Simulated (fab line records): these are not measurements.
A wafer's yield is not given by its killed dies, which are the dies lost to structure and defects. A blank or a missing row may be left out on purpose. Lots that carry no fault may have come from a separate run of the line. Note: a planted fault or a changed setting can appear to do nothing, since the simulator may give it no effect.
Matching of chambers    flow sky130    SKY_LI_CONTACT_ETCH_15 on rieDiel-03 has 4 sister chambers
The step etches PSG in C4F8/O2/Ar, stops on Si, target depth 600 nm. 8 wafers are shown with their chamber, then 7 later ones without.

WAFERS WITH THEIR CHAMBER
wafer   chamber  oesProductAu (a.u.)
L805.6  2        0.841
L806.3  1        0.833
L806.4  0        0.835
L810.2  3        0.841
L810.3  2        0.845
L810.6  3        0.835
L813.1  1        0.834
L813.4  0        0.843

WAFERS MISSING THEIR CHAMBER
wafer   oesProductAu (a.u.)
L813.6  0.844
L815.2  0.838
L815.4  0.841
L815.6  0.840
L819.2  0.839
L819.4  0.838
L819.5  0.843

CHAMBER TAKEN BY EACH
wafer   from the rows above                in truth
L813.6  can't be placed: 2 or 0 or 3       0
L815.2  can't be placed: 3 or 0 or 1 or 2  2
L815.4  can't be placed: 0 or 2 or 3 or 1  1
L815.6  can't be placed: 0 or 3 or 2 or 1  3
L819.2  can't be placed: 0 or 3 or 2 or 1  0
L819.4  can't be placed: 3 or 0 or 1 or 2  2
L819.5  can't be placed: 2 or 0 or 3       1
Correct placement for 0 of the 7. Cannot be placed on the basis of these rows: 7; the candidates contain the true chamber in 6. Number placed wrongly: 0.
How it was worked out, from the rows above alone: a wafer's distance from a chamber is the root of the sum, over the readings, of the square of ((its reading less the chamber's mean) divided by the reading's scatter). If the next closest chamber is less than 2 further off than the closest, the wafer can't be placed; otherwise it belongs to the closest. Each chamber's mean is taken over the wafers shown for it. The scatter: take each reading less its chamber's mean, square it, sum over the shown wafers, divide by the number of wafers less the number of chambers, and take the root.
